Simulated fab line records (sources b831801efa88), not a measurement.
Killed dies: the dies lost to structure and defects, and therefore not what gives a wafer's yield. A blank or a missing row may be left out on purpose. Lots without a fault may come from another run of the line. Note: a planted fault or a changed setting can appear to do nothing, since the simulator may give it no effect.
Which tool did it? + flow sky130 + 14 lots with 42 wafers sampled at 4 steps, on a route of 708 steps

## WHAT THE GAUGES SHOWED, per wafer
SKY_FIELD_ISO_THK_MEAS_04.
| lot  | measured    | on           | FIELD_ISO_CVD_03_THK (nm) |
|------|-------------|--------------|---------------------------|
| L834 | day 2 02:07 | filmMetro-02 | 162.7 163.1 163.6         |
| L835 | day 2 07:10 | filmMetro-02 | 166.9 166.5 166.4         |
| L836 | day 2 13:01 | filmMetro-01 | 167.8 168.5 167.7         |
| L837 | day 2 16:10 | filmMetro-03 | 168.2 169.1 168.9         |
| L839 | day 3 05:15 | filmMetro-01 | 166.7 167.4 167.2         |
| L840 | day 3 09:17 | filmMetro-02 | 165.6 166.5 166.7         |
| L841 | day 3 11:04 | filmMetro-03 | 166.0 166.7 167.1         |
| L844 | day 4 02:16 | filmMetro-01 | 165.6 163.5 164.8         |
| L845 | day 4 09:17 | filmMetro-02 | 163.3 163.1 163.7         |
| L847 | day 4 17:28 | filmMetro-01 | 166.4 165.8 165.7         |
| L848 | day 4 23:49 | filmMetro-02 | 168.1 167.6 168.3         |
| L849 | day 5 03:18 | filmMetro-01 | 163.4 163.5 162.9         |
| L850 | day 5 07:30 | filmMetro-03 | 164.6 164.2 164.0         |
| L854 | day 6 04:40 | filmMetro-02 | 165.1 165.0 162.8         |

SKY_FIELD_ISO_CD_MEAS_13: target cd 150 nm.
| lot  | measured    | on       | cdNm (nm)         |
|------|-------------|----------|-------------------|
| L834 | day 2 17:34 | cdSem-02 | 149.5 149.5 148.0 |
| L835 | day 2 23:22 | cdSem-01 | 148.1 149.3 149.5 |
| L836 | day 3 05:12 | cdSem-01 | 148.8 149.3 148.5 |
| L837 | day 3 08:37 | cdSem-01 | 152.1 151.5 151.4 |
| L839 | day 3 21:05 | cdSem-02 | 151.4 152.2 152.3 |
| L840 | day 4 01:45 | cdSem-02 | 146.1 147.7 147.6 |
| L841 | day 4 03:42 | cdSem-02 | 149.0 148.8 148.3 |
| L844 | day 4 19:24 | cdSem-02 | 149.5 148.8 149.7 |
| L845 | day 5 02:02 | cdSem-02 | 149.6 150.6 150.2 |
| L847 | day 5 10:55 | cdSem-01 | 149.2 147.2 148.2 |
| L848 | day 5 18:31 | cdSem-01 | 152.5 154.4 151.7 |
| L849 | day 5 21:52 | cdSem-02 | 149.0 149.4 149.7 |
| L850 | day 6 01:50 | cdSem-02 | 149.7 149.5 147.8 |
| L854 | day 7 00:01 | cdSem-01 | 150.3 149.2 150.1 |

SKY_NWELL_OVL_MEAS_10.
| lot  | measured    | on         | NWELL_00_OVL (nm) |
|------|-------------|------------|-------------------|
| L834 | day 5 03:30 | overlay-01 | -1.6 -0.6 -0.2    |
| L835 | day 5 07:36 | overlay-01 | 1.3 1.1 1.7       |
| L836 | day 5 15:09 | overlay-02 | -0.1 -1.8 -0.4    |
| L837 | day 5 20:26 | overlay-02 | 0.9 1.6 2.1       |
| L839 | day 6 11:17 | overlay-01 | -0.1 0.5 1.8      |
| L840 | day 7 04:36 | overlay-02 | 1.2 1.5 2.0       |
| L841 | day 7 04:47 | overlay-01 | 0.9 1.0 -1.0      |
| L844 | day 7 13:10 | overlay-01 | -3.3 -1.9 -2.5    |
| L845 | day 7 17:46 | overlay-02 | -0.3 -0.6 0.8     |
| L847 | day 8 06:26 | overlay-01 | -0.8 -2.1 -2.2    |
| L848 | day 8 14:21 | overlay-01 | 0.8 1.6 2.5       |
| L849 | day 8 17:17 | overlay-01 | -0.6 -0.4 -0.6    |
| L850 | day 8 22:32 | overlay-01 | -1.3 1.4 -0.7     |
| L854 | day 9 21:32 | overlay-02 | 1.7 -0.4 2.4      |

## EACH LOT AND THE TOOL THAT RAN IT (in order: tool; ch and the chambers of the sampled wafers; start)
| lot  | SKY_FIELD_ISO_ETCH_17          |
|------|--------------------------------|
| L834 | rieSi-01 ch 0,1,3, day 2 17:52 |
| L835 | rieSi-02 ch 1,2, day 2 23:41   |
| L836 | rieSi-01 ch 1,2,3, day 3 05:31 |
| L837 | rieSi-01 ch 0,1, day 3 08:55   |
| L839 | rieSi-01 ch 0,1,3, day 3 21:23 |
| L840 | rieSi-02 ch 1,2,3, day 4 02:04 |
| L841 | rieSi-01 ch 1,2, day 4 04:01   |
| L844 | rieSi-01 ch 0,2,3, day 4 19:43 |
| L845 | rieSi-01 ch 1,2,3, day 5 02:17 |
| L847 | rieSi-02 ch 0,2,3, day 5 11:13 |
| L848 | rieSi-01 ch 0,1,3, day 5 18:49 |
| L849 | rieSi-02 ch 0,2,3, day 5 22:10 |
| L850 | rieSi-01 ch 0,2, day 6 02:07   |
| L854 | rieSi-01 ch 0,2,3, day 7 00:19 |
- SKY_FIELD_ISO_ETCH_17: etches Si in HBr/Cl2/O2, target depth 342 nm, time 97.7 s.

## WHAT THE TOOLS THEMSELVES READ (means of the sampled wafers that have a number; where no wafer has one, the mark that the record gives instead)
SKY_FIELD_ISO_ETCH_17.
| lot  | tool     | drypumpMotorCurrentA (A) | oesProductAu (a.u.) | runLengthS (s) | throttleValvePct (%) |
|------|----------|--------------------------|---------------------|----------------|----------------------|
| L834 | rieSi-01 | 5.4                      | 1.008               | 126.1          | 25.656               |
| L835 | rieSi-02 | 5.8                      | 1.000               | 126.2          | 25.657               |
| L836 | rieSi-01 | 5.4                      | 0.993               | 126.6          | 25.664               |
| L837 | rieSi-01 | 5.3                      | 1.003               | 126.2          | 25.645               |
| L839 | rieSi-01 | 5.4                      | 0.999               | 126.4          | 25.657               |
| L840 | rieSi-02 | 5.9                      | 0.996               | 126.2          | 25.658               |
| L841 | rieSi-01 | 5.2                      | 0.997               | 125.9          | 25.670               |
| L844 | rieSi-01 | 5.5                      | 0.993               | 126.3          | 25.663               |
| L845 | rieSi-01 | 5.4                      | 0.991               | 126.1          | 25.660               |
| L847 | rieSi-02 | 6.1                      | 1.005               | 126.6          | 25.660               |
| L848 | rieSi-01 | 5.4                      | 0.993               | 126.3          | 25.668               |
| L849 | rieSi-02 | 6.1                      | 1.001               | 126.4          | 25.655               |
| L850 | rieSi-01 | 5.4                      | 0.997               | 123.8          | 25.662               |
| L854 | rieSi-01 | 5.5                      | 0.990               | 124.1          | 25.666               |

## THE ANSWER, worked out from the rows above alone
Rule: the lots themselves supply what counts as usual. Put in order of their means at a reading, lots are off if they are a third of the lots or fewer, leave a main group of 4 or more, and stand apart from it by a gap of 3 or more times the standard deviation of the main group's means; of several such gaps the widest counts. The tables above print the reading to a certain number of digits; a main group whose means all agree to those digits is not used. A lot without any number at a reading at which 4 lots or more have one is off too. Where the step has rows for the other lots, those lots are counted as sound. After the gauges, taken in route order, come the tools' own readings; for these a lot's mean is taken, as printed above. The first step at which some lot is off is used, and at that step the reading that is off furthest; a lot without a number counts as furthest.
Off at SKY_FIELD_ISO_ETCH_17 (runLengthS): L850, L854. The main group: mean 126.3 s, standard deviation 0.2.
A tool fits if, at that step or a process step before it, it ran every lot that is off, and no sound lot after the first of them. One fits: rieSi-01 at SKY_FIELD_ISO_ETCH_17. A fault onset in the window from L848 (day 5 18:49, its last sound lot) to L850 (day 6 02:07, its first lot off) fits.
The tool's own readings at SKY_FIELD_ISO_ETCH_17 bear it out: on the lots that are off they differ by more than 5 times the standard deviation of the sound lots' means. runLengthS reads 123.9 s there against 126.3 s on the sound lots.

## WHAT THE SIMULATOR PUT IN
rieSi-01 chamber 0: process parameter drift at SKY_FIELD_ISO_ETCH_17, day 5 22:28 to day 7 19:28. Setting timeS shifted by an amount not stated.
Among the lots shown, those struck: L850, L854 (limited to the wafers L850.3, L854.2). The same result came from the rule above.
